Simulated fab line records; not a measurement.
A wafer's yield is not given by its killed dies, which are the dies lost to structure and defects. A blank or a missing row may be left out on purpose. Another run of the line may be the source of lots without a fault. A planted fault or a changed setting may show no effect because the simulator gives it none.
fab line records :: flow sky130
[record]
  lots = 13
  wafers = 39
  last-day = 50
route steps=708 shown VT_ADJUST_HVTR@139 POLY_GATE@227 LDD_P@262 LDD_LDN@298
lots with no fault: from the same line, run without faults
start-h: hours from the record's first day to the start of the lot's first wafer shown :: wait-h: time in hours since the lot's previous step :: " same as the row above :: L1.1+2: a single row standing in for several wafers :: - no value present, or no start provided :: * or withheld: withheld :: < > ~ a bound
route shown NAME@n: names a module that has steps shown in the file, with the first one's number in the route :: usual: average and standard deviation across the fault-free wafers :: same: alike in all rows :: chamber/n: place in a boat :: sites: readings site by site :: _std_site: the values' standard deviation :: _edge_site: the outer-site mean with the inner-site mean subtracted :: radius-mm: how far each site lies from the wafer's centre :: mask NAME#n: copy n :: behind: the most recent tool/chamber to have shaped the wafer :: hold: cause of the lot's hold/its duration in hours/its outcome :: device: which transistor (n, p or np) failed to switch :: end of line: the tests these same wafers got at the end of their route :: a step with no rows: only its recipe :: killed: not the wafer's yield, but the dies lost to structure and defects at the first sort :: map: a wafer's dies, x killed, . not, _ none there
set.NAME: the setting that was run; set.NAME@STEP: the one run at that earlier step :: model.NAME: the simulator's own value behind a step, which no gauge read
route steps across a sampled set of lots; one table per step, one row per wafer
services: when a tool's chamber went out of use (start-h, in hours from the record's first day, below 0 if earlier), for how many hours, and the reason
[[steps]]
[step SKY_VT_ADJUST_HVTR_OVL_MEAS_08]
[usual]
  VT_ADJUST_HVTR_OVL = 0.0/1.6
lot.wafer: L579.1
tool: overlay-02
chamber: -
start-h: 203.72
wait-h: 0.1
VT_ADJUST_HVTR_OVL[nm]: 1.9

lot.wafer: L579.4
tool: overlay-02
chamber: -
start-h: 203.72
wait-h: 0.1
VT_ADJUST_HVTR_OVL[nm]: 1.9

lot.wafer: L579.5
tool: overlay-02
chamber: -
start-h: 203.72
wait-h: 0.1
VT_ADJUST_HVTR_OVL[nm]: 0.0

lot.wafer: L581.3
tool: overlay-01
chamber: -
start-h: 219.37
wait-h: 0.1
VT_ADJUST_HVTR_OVL[nm]: -1.7

lot.wafer: L581.4
tool: overlay-01
chamber: -
start-h: 219.37
wait-h: 0.1
VT_ADJUST_HVTR_OVL[nm]: -0.4

lot.wafer: L581.6
tool: overlay-01
chamber: -
start-h: 219.37
wait-h: 0.1
VT_ADJUST_HVTR_OVL[nm]: -1.4

lot.wafer: L582.1
tool: overlay-02
chamber: -
start-h: 223.10
wait-h: 0.1
VT_ADJUST_HVTR_OVL[nm]: 0.2

lot.wafer: L582.4
tool: overlay-02
chamber: -
start-h: 223.10
wait-h: 0.1
VT_ADJUST_HVTR_OVL[nm]: 0.2

lot.wafer: L582.6
tool: overlay-02
chamber: -
start-h: 223.10
wait-h: 0.1
VT_ADJUST_HVTR_OVL[nm]: 1.6

lot.wafer: L584.2
tool: overlay-01
chamber: -
start-h: 236.52
wait-h: 0.1
VT_ADJUST_HVTR_OVL[nm]: -2.6

lot.wafer: L584.4
tool: overlay-01
chamber: -
start-h: 236.52
wait-h: 0.1
VT_ADJUST_HVTR_OVL[nm]: -1.0

lot.wafer: L584.5
tool: overlay-01
chamber: -
start-h: 236.52
wait-h: 0.1
VT_ADJUST_HVTR_OVL[nm]: -0.3

lot.wafer: L586.1
tool: overlay-02
chamber: -
start-h: 254.47
wait-h: 0.1
VT_ADJUST_HVTR_OVL[nm]: -2.3

lot.wafer: L586.2
tool: overlay-02
chamber: -
start-h: 254.47
wait-h: 0.1
VT_ADJUST_HVTR_OVL[nm]: -2.1

lot.wafer: L586.6
tool: overlay-02
chamber: -
start-h: 254.47
wait-h: 0.1
VT_ADJUST_HVTR_OVL[nm]: -1.1

lot.wafer: L587.1
tool: overlay-02
chamber: -
start-h: 262.56
wait-h: 0.1
VT_ADJUST_HVTR_OVL[nm]: 1.7

lot.wafer: L587.4
tool: overlay-02
chamber: -
start-h: 262.56
wait-h: 0.1
VT_ADJUST_HVTR_OVL[nm]: 1.3

lot.wafer: L587.6
tool: overlay-02
chamber: -
start-h: 262.56
wait-h: 0.1
VT_ADJUST_HVTR_OVL[nm]: 1.9

lot.wafer: L589.1
tool: overlay-01
chamber: -
start-h: 276.51
wait-h: 0.1
VT_ADJUST_HVTR_OVL[nm]: -1.2

lot.wafer: L589.5
tool: overlay-01
chamber: -
start-h: 276.51
wait-h: 0.1
VT_ADJUST_HVTR_OVL[nm]: -0.3

lot.wafer: L589.6
tool: overlay-01
chamber: -
start-h: 276.51
wait-h: 0.1
VT_ADJUST_HVTR_OVL[nm]: 0.8

lot.wafer: L590.2
tool: overlay-02
chamber: -
start-h: 279.77
wait-h: 0.1
VT_ADJUST_HVTR_OVL[nm]: -1.3

lot.wafer: L590.4
tool: overlay-02
chamber: -
start-h: 279.77
wait-h: 0.1
VT_ADJUST_HVTR_OVL[nm]: -0.2

lot.wafer: L590.5
tool: overlay-02
chamber: -
start-h: 279.77
wait-h: 0.1
VT_ADJUST_HVTR_OVL[nm]: -0.3

lot.wafer: L591.2
tool: overlay-01
chamber: -
start-h: 291.83
wait-h: 0.1
VT_ADJUST_HVTR_OVL[nm]: 0.1

lot.wafer: L591.3
tool: overlay-01
chamber: -
start-h: 291.83
wait-h: 0.1
VT_ADJUST_HVTR_OVL[nm]: 0.0

lot.wafer: L591.6
tool: overlay-01
chamber: -
start-h: 291.83
wait-h: 0.1
VT_ADJUST_HVTR_OVL[nm]: 1.2

lot.wafer: L593.1
tool: overlay-01
chamber: -
start-h: 310.87
wait-h: 0.1
VT_ADJUST_HVTR_OVL[nm]: 0.9

lot.wafer: L593.3
tool: overlay-01
chamber: -
start-h: 310.87
wait-h: 0.1
VT_ADJUST_HVTR_OVL[nm]: 2.9

lot.wafer: L593.4
tool: overlay-01
chamber: -
start-h: 310.87
wait-h: 0.1
VT_ADJUST_HVTR_OVL[nm]: 1.1

lot.wafer: L594.1
tool: overlay-01
chamber: -
start-h: 311.17
wait-h: 0.1
VT_ADJUST_HVTR_OVL[nm]: 0.3

lot.wafer: L594.3
tool: overlay-01
chamber: -
start-h: 311.17
wait-h: 0.1
VT_ADJUST_HVTR_OVL[nm]: 1.6

lot.wafer: L594.6
tool: overlay-01
chamber: -
start-h: 311.17
wait-h: 0.1
VT_ADJUST_HVTR_OVL[nm]: -0.2

lot.wafer: L598.2
tool: overlay-01
chamber: -
start-h: 346.56
wait-h: 0.1
VT_ADJUST_HVTR_OVL[nm]: 1.7

lot.wafer: L598.3
tool: overlay-01
chamber: -
start-h: 346.56
wait-h: 0.1
VT_ADJUST_HVTR_OVL[nm]: 1.7

lot.wafer: L598.5
tool: overlay-01
chamber: -
start-h: 346.56
wait-h: 0.1
VT_ADJUST_HVTR_OVL[nm]: 1.3

lot.wafer: L600.4
tool: overlay-01
chamber: -
start-h: 363.94
wait-h: 0.1
VT_ADJUST_HVTR_OVL[nm]: -3.6

lot.wafer: L600.5
tool: overlay-01
chamber: -
start-h: 363.94
wait-h: 0.1
VT_ADJUST_HVTR_OVL[nm]: -1.3

lot.wafer: L600.6
tool: overlay-01
chamber: -
start-h: 363.94
wait-h: 0.1
VT_ADJUST_HVTR_OVL[nm]: -1.9
[step SKY_POLY_GATE_CD_MEAS_13]
[recipe]
  target-cd-nm = 150
[usual]
  cd-nm = 149.4/1.4
lot.wafer: L579.1
tool: cd-sem-02
chamber: -
start-h: 368.99
wait-h: -
cd-nm: 149.3

lot.wafer: L579.4
tool: cd-sem-02
chamber: -
start-h: 368.99
wait-h: -
cd-nm: 149.7

lot.wafer: L579.5
tool: cd-sem-02
chamber: -
start-h: 368.99
wait-h: -
cd-nm: 150.3

lot.wafer: L581.3
tool: cd-sem-01
chamber: -
start-h: 388.97
wait-h: -
cd-nm: 148.6

lot.wafer: L581.4
tool: cd-sem-01
chamber: -
start-h: 388.97
wait-h: -
cd-nm: 147.8

lot.wafer: L581.6
tool: cd-sem-01
chamber: -
start-h: 388.97
wait-h: -
cd-nm: 148.7

lot.wafer: L582.1
tool: cd-sem-01
chamber: -
start-h: 393.63
wait-h: -
cd-nm: 150.8

lot.wafer: L582.4
tool: cd-sem-01
chamber: -
start-h: 393.63
wait-h: -
cd-nm: 151.7

lot.wafer: L582.6
tool: cd-sem-01
chamber: -
start-h: 393.63
wait-h: -
cd-nm: 150.0

lot.wafer: L584.2
tool: cd-sem-01
chamber: -
start-h: 409.60
wait-h: -
cd-nm: 150.3

lot.wafer: L584.4
tool: cd-sem-01
chamber: -
start-h: 409.60
wait-h: -
cd-nm: 150.2

lot.wafer: L584.5
tool: cd-sem-01
chamber: -
start-h: 409.60
wait-h: -
cd-nm: 149.7

lot.wafer: L586.1
tool: cd-sem-01
chamber: -
start-h: 435.48
wait-h: -
cd-nm: 145.9

lot.wafer: L586.2
tool: cd-sem-01
chamber: -
start-h: 435.48
wait-h: -
cd-nm: 146.6

lot.wafer: L586.6
tool: cd-sem-01
chamber: -
start-h: 435.48
wait-h: -
cd-nm: 145.8

lot.wafer: L587.1
tool: cd-sem-02
chamber: -
start-h: 440.03
wait-h: -
cd-nm: 148.6

lot.wafer: L587.4
tool: cd-sem-02
chamber: -
start-h: 440.03
wait-h: -
cd-nm: 149.1

lot.wafer: L587.6
tool: cd-sem-02
chamber: -
start-h: 440.03
wait-h: -
cd-nm: 148.9

lot.wafer: L589.1
tool: cd-sem-02
chamber: -
start-h: 458.38
wait-h: -
cd-nm: 148.9

lot.wafer: L589.5
tool: cd-sem-02
chamber: -
start-h: 458.38
wait-h: -
cd-nm: 149.0

lot.wafer: L589.6
tool: cd-sem-02
chamber: -
start-h: 458.38
wait-h: -
cd-nm: 149.2

lot.wafer: L590.2
tool: cd-sem-01
chamber: -
start-h: 464.80
wait-h: -
cd-nm: 146.1

lot.wafer: L590.4
tool: cd-sem-01
chamber: -
start-h: 464.80
wait-h: -
cd-nm: 147.0

lot.wafer: L590.5
tool: cd-sem-01
chamber: -
start-h: 464.80
wait-h: -
cd-nm: 147.4

lot.wafer: L591.2
tool: cd-sem-02
chamber: -
start-h: 480.00
wait-h: -
cd-nm: 149.4

lot.wafer: L591.3
tool: cd-sem-02
chamber: -
start-h: 480.00
wait-h: -
cd-nm: 150.1

lot.wafer: L591.6
tool: cd-sem-02
chamber: -
start-h: 480.00
wait-h: -
cd-nm: 149.9

lot.wafer: L594.1
tool: cd-sem-02
chamber: -
start-h: 500.08
wait-h: -
cd-nm: 149.8

lot.wafer: L594.3
tool: cd-sem-02
chamber: -
start-h: 500.08
wait-h: -
cd-nm: 149.8

lot.wafer: L594.6
tool: cd-sem-02
chamber: -
start-h: 500.08
wait-h: -
cd-nm: 150.7

lot.wafer: L593.1
tool: cd-sem-01
chamber: -
start-h: 500.79
wait-h: -
cd-nm: 149.6

lot.wafer: L593.3
tool: cd-sem-01
chamber: -
start-h: 500.79
wait-h: -
cd-nm: 148.5

lot.wafer: L593.4
tool: cd-sem-01
chamber: -
start-h: 500.79
wait-h: -
cd-nm: 148.3

lot.wafer: L598.2
tool: cd-sem-02
chamber: -
start-h: 540.35
wait-h: -
cd-nm: 152.5

lot.wafer: L598.3
tool: cd-sem-02
chamber: -
start-h: 540.35
wait-h: -
cd-nm: 152.6

lot.wafer: L598.5
tool: cd-sem-02
chamber: -
start-h: 540.35
wait-h: -
cd-nm: 152.4

lot.wafer: L600.4
tool: cd-sem-02
chamber: -
start-h: 553.74
wait-h: -
cd-nm: 149.8

lot.wafer: L600.5
tool: cd-sem-02
chamber: -
start-h: 553.74
wait-h: -
cd-nm: 150.0

lot.wafer: L600.6
tool: cd-sem-02
chamber: -
start-h: 553.74
wait-h: -
cd-nm: 150.5
[step SKY_LDD_P_CD_MEAS_07]
[recipe]
  target-cd-nm = 380
[usual]
  cd-nm = 379.7/2.6
lot.wafer: L579.1
tool: cd-sem-02
chamber: -
start-h: 430.10
wait-h: 0.1
cd-nm: 381.5

lot.wafer: L579.4
tool: cd-sem-02
chamber: -
start-h: 430.10
wait-h: 0.1
cd-nm: 387.0

lot.wafer: L579.5
tool: cd-sem-02
chamber: -
start-h: 430.10
wait-h: 0.1
cd-nm: 384.0

lot.wafer: L581.3
tool: cd-sem-02
chamber: -
start-h: 453.89
wait-h: 0.1
cd-nm: 379.5

lot.wafer: L581.4
tool: cd-sem-02
chamber: -
start-h: 453.89
wait-h: 0.1
cd-nm: 380.7

lot.wafer: L581.6
tool: cd-sem-02
chamber: -
start-h: 453.89
wait-h: 0.1
cd-nm: 380.3

lot.wafer: L582.1
tool: cd-sem-01
chamber: -
start-h: 457.94
wait-h: 0.1
cd-nm: 379.1

lot.wafer: L582.4
tool: cd-sem-01
chamber: -
start-h: 457.94
wait-h: 0.1
cd-nm: 377.2

lot.wafer: L582.6
tool: cd-sem-01
chamber: -
start-h: 457.94
wait-h: 0.1
cd-nm: 379.9

lot.wafer: L584.2
tool: cd-sem-02
chamber: -
start-h: 473.61
wait-h: 0.1
cd-nm: 375.8

lot.wafer: L584.4
tool: cd-sem-02
chamber: -
start-h: 473.61
wait-h: 0.1
cd-nm: 372.5

lot.wafer: L584.5
tool: cd-sem-02
chamber: -
start-h: 473.61
wait-h: 0.1
cd-nm: 373.9

lot.wafer: L586.1
tool: cd-sem-01
chamber: -
start-h: 501.39
wait-h: 0.1
cd-nm: 379.0

lot.wafer: L586.2
tool: cd-sem-01
chamber: -
start-h: 501.39
wait-h: 0.1
cd-nm: 378.4

lot.wafer: L586.6
tool: cd-sem-01
chamber: -
start-h: 501.39
wait-h: 0.1
cd-nm: 380.2

lot.wafer: L587.1
tool: cd-sem-01
chamber: -
start-h: 504.19
wait-h: 0.1
cd-nm: 379.4

lot.wafer: L587.4
tool: cd-sem-01
chamber: -
start-h: 504.19
wait-h: 0.1
cd-nm: 380.8

lot.wafer: L587.6
tool: cd-sem-01
chamber: -
start-h: 504.19
wait-h: 0.1
cd-nm: 380.7

lot.wafer: L589.1
tool: cd-sem-02
chamber: -
start-h: 521.88
wait-h: 0.1
cd-nm: 380.9

lot.wafer: L589.5
tool: cd-sem-02
chamber: -
start-h: 521.88
wait-h: 0.1
cd-nm: 381.4

lot.wafer: L589.6
tool: cd-sem-02
chamber: -
start-h: 521.88
wait-h: 0.1
cd-nm: 381.2

lot.wafer: L590.2
tool: cd-sem-01
chamber: -
start-h: 528.77
wait-h: 0.1
cd-nm: 380.0

lot.wafer: L590.4
tool: cd-sem-01
chamber: -
start-h: 528.77
wait-h: 0.1
cd-nm: 381.1

lot.wafer: L590.5
tool: cd-sem-01
chamber: -
start-h: 528.77
wait-h: 0.1
cd-nm: 382.6

lot.wafer: L591.2
tool: cd-sem-02
chamber: -
start-h: 543.61
wait-h: 0.1
cd-nm: 381.0

lot.wafer: L591.3
tool: cd-sem-02
chamber: -
start-h: 543.61
wait-h: 0.1
cd-nm: 379.8

lot.wafer: L591.6
tool: cd-sem-02
chamber: -
start-h: 543.61
wait-h: 0.1
cd-nm: 380.8

lot.wafer: L594.1
tool: cd-sem-02
chamber: -
start-h: 563.75
wait-h: 0.1
cd-nm: 379.6

lot.wafer: L594.3
tool: cd-sem-02
chamber: -
start-h: 563.75
wait-h: 0.1
cd-nm: 376.9

lot.wafer: L594.6
tool: cd-sem-02
chamber: -
start-h: 563.75
wait-h: 0.1
cd-nm: 377.2

lot.wafer: L593.1
tool: cd-sem-02
chamber: -
start-h: 564.40
wait-h: 0.1
cd-nm: 376.0

lot.wafer: L593.3
tool: cd-sem-02
chamber: -
start-h: 564.40
wait-h: 0.1
cd-nm: 379.6

lot.wafer: L593.4
tool: cd-sem-02
chamber: -
start-h: 564.40
wait-h: 0.1
cd-nm: 376.0

lot.wafer: L598.2
tool: cd-sem-02
chamber: -
start-h: 603.56
wait-h: 0.1
cd-nm: 383.3

lot.wafer: L598.3
tool: cd-sem-02
chamber: -
start-h: 603.56
wait-h: 0.1
cd-nm: 381.5

lot.wafer: L598.5
tool: cd-sem-02
chamber: -
start-h: 603.56
wait-h: 0.1
cd-nm: 381.7

lot.wafer: L600.4
tool: cd-sem-01
chamber: -
start-h: 616.36
wait-h: 0.1
cd-nm: 377.5

lot.wafer: L600.5
tool: cd-sem-01
chamber: -
start-h: 616.36
wait-h: 0.1
cd-nm: 377.4

lot.wafer: L600.6
tool: cd-sem-01
chamber: -
start-h: 616.36
wait-h: 0.1
cd-nm: 379.1
[step SKY_LDD_LDN_IMPLANT_09]
[recipe]
  species = As
  energy-kev = 15
  dose-cm2 = 1.25e+13
  tilt-deg = withheld
  rotation-deg = 113
[usual]
  beam-energy-keV = 15.001/0.0044
[same]
  implant-ion-amu = 75
lot.wafer: L579.1
tool: implanter-03
chamber: 0
start-h: 522.57
wait-h: 0.1
beam-energy-keV: 15.002

lot.wafer: L579.4
tool: implanter-03
chamber: 0
start-h: 522.57
wait-h: 0.1
beam-energy-keV: 14.997

lot.wafer: L579.5
tool: implanter-03
chamber: 0
start-h: 522.57
wait-h: 0.1
beam-energy-keV: 14.998

lot.wafer: L581.3
tool: implanter-02
chamber: 0
start-h: 546.27
wait-h: 0.1
beam-energy-keV: 14.996

lot.wafer: L581.4
tool: implanter-02
chamber: 0
start-h: 546.27
wait-h: 0.1
beam-energy-keV: 15.003

lot.wafer: L581.6
tool: implanter-02
chamber: 0
start-h: 546.27
wait-h: 0.1
beam-energy-keV: 15.003

lot.wafer: L582.1
tool: implanter-03
chamber: 0
start-h: 549.72
wait-h: 0.1
beam-energy-keV: 15.002

lot.wafer: L582.4
tool: implanter-03
chamber: 0
start-h: 549.72
wait-h: 0.1
beam-energy-keV: 15.001

lot.wafer: L582.6
tool: implanter-03
chamber: 0
start-h: 549.72
wait-h: 0.1
beam-energy-keV: 15.005

lot.wafer: L584.2
tool: implanter-03
chamber: 0
start-h: 565.21
wait-h: 0.1
beam-energy-keV: 15.009

lot.wafer: L584.4
tool: implanter-03
chamber: 0
start-h: 565.21
wait-h: 0.1
beam-energy-keV: 15.005

lot.wafer: L584.5
tool: implanter-03
chamber: 0
start-h: 565.21
wait-h: 0.1
beam-energy-keV: 15.005

lot.wafer: L586.1
tool: implanter-03
chamber: 0
start-h: 591.72
wait-h: 0.1
beam-energy-keV: 15.008

lot.wafer: L586.2
tool: implanter-03
chamber: 0
start-h: 591.72
wait-h: 0.1
beam-energy-keV: 15.004

lot.wafer: L586.6
tool: implanter-03
chamber: 0
start-h: 591.72
wait-h: 0.1
beam-energy-keV: 15.005

lot.wafer: L587.1
tool: implanter-02
chamber: 0
start-h: 592.87
wait-h: 0.1
beam-energy-keV: 14.997

lot.wafer: L587.4
tool: implanter-02
chamber: 0
start-h: 592.87
wait-h: 0.1
beam-energy-keV: 15.002

lot.wafer: L587.6
tool: implanter-02
chamber: 0
start-h: 592.87
wait-h: 0.1
beam-energy-keV: 14.996

lot.wafer: L589.1
tool: implanter-03
chamber: 0
start-h: 611.54
wait-h: 0.1
beam-energy-keV: 15.003

lot.wafer: L589.5
tool: implanter-03
chamber: 0
start-h: 611.54
wait-h: 0.1
beam-energy-keV: 15.004

lot.wafer: L589.6
tool: implanter-03
chamber: 0
start-h: 611.54
wait-h: 0.1
beam-energy-keV: 14.999

lot.wafer: L590.2
tool: implanter-03
chamber: 0
start-h: 618.26
wait-h: 0.1
beam-energy-keV: 15.001

lot.wafer: L590.4
tool: implanter-03
chamber: 0
start-h: 618.26
wait-h: 0.1
beam-energy-keV: 15.005

lot.wafer: L590.5
tool: implanter-03
chamber: 0
start-h: 618.26
wait-h: 0.1
beam-energy-keV: 15.006

lot.wafer: L591.2
tool: implanter-04
chamber: 0
start-h: 632.71
wait-h: 0.1
beam-energy-keV: 15.002

lot.wafer: L591.3
tool: implanter-04
chamber: 0
start-h: 632.71
wait-h: 0.1
beam-energy-keV: 14.995

lot.wafer: L591.6
tool: implanter-04
chamber: 0
start-h: 632.71
wait-h: 0.1
beam-energy-keV: 15.001

lot.wafer: L594.1
tool: implanter-04
chamber: 0
start-h: 652.37
wait-h: 0.1
beam-energy-keV: 14.996

lot.wafer: L594.3
tool: implanter-04
chamber: 0
start-h: 652.37
wait-h: 0.1
beam-energy-keV: 15.002

lot.wafer: L594.6
tool: implanter-04
chamber: 0
start-h: 652.37
wait-h: 0.1
beam-energy-keV: 15.002

lot.wafer: L593.1
tool: implanter-02
chamber: 0
start-h: 653.94
wait-h: 0.1
beam-energy-keV: 15.000

lot.wafer: L593.3
tool: implanter-02
chamber: 0
start-h: 653.94
wait-h: 0.1
beam-energy-keV: 15.000

lot.wafer: L593.4
tool: implanter-02
chamber: 0
start-h: 653.94
wait-h: 0.1
beam-energy-keV: 14.991

lot.wafer: L593.1
tool: implanter-02
chamber: 0
start-h: 654.25
wait-h: 0.3
beam-energy-keV: 14.993

lot.wafer: L593.3
tool: implanter-02
chamber: 0
start-h: 654.25
wait-h: 0.3
beam-energy-keV: 14.996

lot.wafer: L593.4
tool: implanter-02
chamber: 0
start-h: 654.25
wait-h: 0.3
beam-energy-keV: 14.995

lot.wafer: L598.2
tool: implanter-04
chamber: 0
start-h: 689.40
wait-h: 0.1
beam-energy-keV: 15.004

lot.wafer: L598.3
tool: implanter-04
chamber: 0
start-h: 689.40
wait-h: 0.1
beam-energy-keV: 15.008

lot.wafer: L598.5
tool: implanter-04
chamber: 0
start-h: 689.40
wait-h: 0.1
beam-energy-keV: 14.996

lot.wafer: L598.2
tool: implanter-04
chamber: 0
start-h: 689.72
wait-h: 0.3
beam-energy-keV: 15.003

lot.wafer: L598.3
tool: implanter-04
chamber: 0
start-h: 689.72
wait-h: 0.3
beam-energy-keV: 14.993

lot.wafer: L598.5
tool: implanter-04
chamber: 0
start-h: 689.72
wait-h: 0.3
beam-energy-keV: 14.997

lot.wafer: L600.4
tool: implanter-02
chamber: 0
start-h: 704.36
wait-h: 0.1
beam-energy-keV: 14.999

lot.wafer: L600.5
tool: implanter-02
chamber: 0
start-h: 704.36
wait-h: 0.1
beam-energy-keV: 14.998

lot.wafer: L600.6
tool: implanter-02
chamber: 0
start-h: 704.36
wait-h: 0.1
beam-energy-keV: 14.997

lot.wafer: L600.4
tool: implanter-02
chamber: 0
start-h: 704.68
wait-h: 0.3
beam-energy-keV: 15.001

lot.wafer: L600.5
tool: implanter-02
chamber: 0
start-h: 704.68
wait-h: 0.3
beam-energy-keV: 14.999

lot.wafer: L600.6
tool: implanter-02
chamber: 0
start-h: 704.68
wait-h: 0.3
beam-energy-keV: 14.999
[step SKY_LDD_LDN_TW_MEAS_13]
[usual]
  LDD_LDN_TW = 1490/14
lot.wafer: L579.1
tool: film-metro-04
chamber: -
start-h: 523.12
wait-h: 0.1
LDD_LDN_TW: 1487

lot.wafer: L579.4
tool: film-metro-04
chamber: -
start-h: 523.12
wait-h: 0.1
LDD_LDN_TW: 1489

lot.wafer: L579.5
tool: film-metro-04
chamber: -
start-h: 523.12
wait-h: 0.1
LDD_LDN_TW: 1481

lot.wafer: L581.3
tool: film-metro-01
chamber: -
start-h: 546.79
wait-h: 0.1
LDD_LDN_TW: 1505

lot.wafer: L581.4
tool: film-metro-01
chamber: -
start-h: 546.79
wait-h: 0.1
LDD_LDN_TW: 1497

lot.wafer: L581.6
tool: film-metro-01
chamber: -
start-h: 546.79
wait-h: 0.1
LDD_LDN_TW: 1499

lot.wafer: L582.1
tool: film-metro-01
chamber: -
start-h: 550.27
wait-h: 0.1
LDD_LDN_TW: 1500

lot.wafer: L582.4
tool: film-metro-01
chamber: -
start-h: 550.27
wait-h: 0.1
LDD_LDN_TW: 1500

lot.wafer: L582.6
tool: film-metro-01
chamber: -
start-h: 550.27
wait-h: 0.1
LDD_LDN_TW: 1501

lot.wafer: L584.2
tool: film-metro-02
chamber: -
start-h: 565.75
wait-h: 0.1
LDD_LDN_TW: 1481

lot.wafer: L584.4
tool: film-metro-02
chamber: -
start-h: 565.75
wait-h: 0.1
LDD_LDN_TW: 1488

lot.wafer: L584.5
tool: film-metro-02
chamber: -
start-h: 565.75
wait-h: 0.1
LDD_LDN_TW: 1483

lot.wafer: L586.1
tool: film-metro-01
chamber: -
start-h: 592.27
wait-h: 0.1
LDD_LDN_TW: 1512

lot.wafer: L586.2
tool: film-metro-01
chamber: -
start-h: 592.27
wait-h: 0.1
LDD_LDN_TW: 1511

lot.wafer: L586.6
tool: film-metro-01
chamber: -
start-h: 592.27
wait-h: 0.1
LDD_LDN_TW: 1503

lot.wafer: L587.1
tool: film-metro-01
chamber: -
start-h: 593.42
wait-h: 0.1
LDD_LDN_TW: 1505

lot.wafer: L587.4
tool: film-metro-01
chamber: -
start-h: 593.42
wait-h: 0.1
LDD_LDN_TW: 1508

lot.wafer: L587.6
tool: film-metro-01
chamber: -
start-h: 593.42
wait-h: 0.1
LDD_LDN_TW: 1511

lot.wafer: L589.1
tool: film-metro-04
chamber: -
start-h: 612.09
wait-h: 0.1
LDD_LDN_TW: 1488

lot.wafer: L589.5
tool: film-metro-04
chamber: -
start-h: 612.09
wait-h: 0.1
LDD_LDN_TW: 1494

lot.wafer: L589.6
tool: film-metro-04
chamber: -
start-h: 612.09
wait-h: 0.1
LDD_LDN_TW: 1494

lot.wafer: L590.2
tool: film-metro-04
chamber: -
start-h: 618.80
wait-h: 0.1
LDD_LDN_TW: 1486

lot.wafer: L590.4
tool: film-metro-04
chamber: -
start-h: 618.80
wait-h: 0.1
LDD_LDN_TW: 1489

lot.wafer: L590.5
tool: film-metro-04
chamber: -
start-h: 618.80
wait-h: 0.1
LDD_LDN_TW: 1490

lot.wafer: L591.2
tool: film-metro-01
chamber: -
start-h: 633.25
wait-h: 0.1
LDD_LDN_TW: 1511

lot.wafer: L591.3
tool: film-metro-01
chamber: -
start-h: 633.25
wait-h: 0.1
LDD_LDN_TW: 1501

lot.wafer: L591.6
tool: film-metro-01
chamber: -
start-h: 633.25
wait-h: 0.1
LDD_LDN_TW: 1498

lot.wafer: L594.1
tool: film-metro-01
chamber: -
start-h: 652.92
wait-h: 0.1
LDD_LDN_TW: 1495

lot.wafer: L594.3
tool: film-metro-01
chamber: -
start-h: 652.92
wait-h: 0.1
LDD_LDN_TW: 1504

lot.wafer: L594.6
tool: film-metro-01
chamber: -
start-h: 652.92
wait-h: 0.1
LDD_LDN_TW: 1498

lot.wafer: L593.1
tool: film-metro-02
chamber: -
start-h: 654.80
wait-h: 0.1
LDD_LDN_TW: 1567

lot.wafer: L593.3
tool: film-metro-02
chamber: -
start-h: 654.80
wait-h: 0.1
LDD_LDN_TW: 1571

lot.wafer: L593.4
tool: film-metro-02
chamber: -
start-h: 654.80
wait-h: 0.1
LDD_LDN_TW: 1578

lot.wafer: L598.2
tool: film-metro-04
chamber: -
start-h: 690.25
wait-h: 0.1
LDD_LDN_TW: 1591

lot.wafer: L598.3
tool: film-metro-04
chamber: -
start-h: 690.25
wait-h: 0.1
LDD_LDN_TW: 1584

lot.wafer: L598.5
tool: film-metro-04
chamber: -
start-h: 690.25
wait-h: 0.1
LDD_LDN_TW: 1582

lot.wafer: L600.4
tool: film-metro-01
chamber: -
start-h: 705.18
wait-h: 0.1
LDD_LDN_TW: 1603

lot.wafer: L600.5
tool: film-metro-01
chamber: -
start-h: 705.18
wait-h: 0.1
LDD_LDN_TW: 1596

lot.wafer: L600.6
tool: film-metro-01
chamber: -
start-h: 705.18
wait-h: 0.1
LDD_LDN_TW: 1613
[[services]]
tool: implanter-04
chamber: -
start-h: 522.27
hours: 1.6
kind: repair

tool: implanter-04
chamber: -
start-h: 546.63
hours: 26.2
kind: repair

tool: implanter-02
chamber: -
start-h: 587.14
hours: 2.0
kind: repair

tool: implanter-04
chamber: -
start-h: 656.48
hours: 0.6
kind: repair
[[key]]
[first-sign]
  step = SKY_LDD_LDN_IMPLANT_09
  reading = visit
  direction = added
[effect]
  step = SKY_LDD_LDN_TW_MEAS_13
  reading = LDD_LDN_TW
  direction = up
  sigmas = 7.1
  usual = 1490
  struck = 1587
met-at SKY_LDD_LDN_IMPLANT_09
struck-lots L593,L598,L600
tester-left-out L593,L598,L600
not-acting-at SKY_VT_ADJUST_HVTR_OVL_MEAS_08,SKY_POLY_GATE_CD_MEAS_13,SKY_LDD_P_CD_MEAS_07
[fault]
  kind = repeated-step-whole
  tool = implanter-02,implanter-03,implanter-04
  chamber = -
  onset-h = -
  steps = SKY_LDD_LDN_IMPLANT_09
  times = 1
  scope = struck-lots-only
// tester-left-out: of these lots the tester's yield and bins aren't shown, on N5 and GAA mostly nor the transistor test; their killed dies are dies lost to structure and defects alone, not to doping, threshold or leakage, so they don't give the yield
